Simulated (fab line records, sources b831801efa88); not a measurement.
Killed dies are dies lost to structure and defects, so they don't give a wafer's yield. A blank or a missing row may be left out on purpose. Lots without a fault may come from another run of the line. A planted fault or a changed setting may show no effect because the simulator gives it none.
Problem report in the 8D (eight disciplines) form, filled by code | flow sky130 | the parts of the form that need people (team, actions taken, sign-off) are left out

1. THE PROBLEM
cd_nm at SKY_VIA2_CD_MEAS_12 reads a mean of 182.7 nm on 2 wafers of 2 lots; wafers without a fault read 200.7 nm with a standard deviation of 1.5. That is -12 standard deviations from the usual mean.
The step: target cd 200 nm.
First seen on wafer L673.3, day 41 01:30, on cd_sem-02. The record holds 34 wafers of 12 lots with a number at this step. Rule for "out", or "out of limits": more than 4 standard deviations from the usual mean. The other wafers with a number count as sound.

2. WHAT IT IS AND WHAT IT IS NOT
question                    | is                   | is not
which readings at this step | cd_nm                | -
which lots                  | L673, L675           | L657, L658, L659, L660, L661, L666, L667, L669, L670, L674
which wafers of those lots  | L673.3, L675.3       | L673.1, L675.6
read on which gauges        | cd_sem-01, cd_sem-02 | -
when                        | from day 41 01:30    | up to then (28 sound wafers); but 4 sound wafers of L674, L675 came after

3. SUSPECTS, AND WHAT RULES EACH OUT
Counting: a tool at a process step up to the reading stays a suspect if it ran every lot that is out. Sound lots after the first of them don't rule it out here, since some wafers of a struck lot are sound.
- the gauge at SKY_VIA2_CD_MEAS_12: ruled out. The wafers that are out were read on 2 gauges (cd_sem-01, cd_sem-02).
- krf_scanner-01 at SKY_VIA2_EXPOSE_09 (exposes mask VIM2, target cd 200 nm): kept. It ran every lot that is out, first L673 (day 40 13:13); its last sound lot up to then is L670 (day 40 01:49).
Left after counting: krf_scanner-01 at SKY_VIA2_EXPOSE_09.

4. THE CAUSE (what the simulator had put in)
Process parameter drift: krf_scanner-01, from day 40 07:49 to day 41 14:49, at SKY_VIA2_EXPOSE_09. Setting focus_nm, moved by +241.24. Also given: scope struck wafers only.
Counting left only this tool.

5. THE CHAIN OF EFFECTS, in route order
Each row: a reading whose mean over the struck wafers that have a number lies more than 3 standard deviations from the usual. Only readings for which the record gives a usual standard deviation are gone through. hours: the time from each lot's start at the first step in this table that gives one to its start at this step, as a median over the lots. sigmas: the change in usual standard deviations.
hours | step                | reading | usual    | on struck wafers | change | sigmas
0     | SKY_VIA2_CD_MEAS_12 | cd_nm   | 200.7 nm | 182.7            | -18.0  | -12
Later measuring or inspecting steps at which every struck wafer that the step has a row for has a number for every such reading, and none has moved that far: SKY_VIA2_OVL_MEAS_13.

6. WHAT WOULD HAVE CAUGHT IT SOONER
In this record the first reading out of limits at a measuring or inspecting step was taken at day 41 01:30, 18 hours after the fault began at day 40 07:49.
Of the tool readings at SKY_VIA2_EXPOSE_09 for which the record gives a usual standard deviation, none was out on any struck wafer, so an alarm limit of 4 standard deviations on them would not have fired.
Of the lots that are out (2), L675 began SKY_VIA2_EXPOSE_09 on krf_scanner-01 after day 41 01:30. A hold on the tool at that time would have spared it.
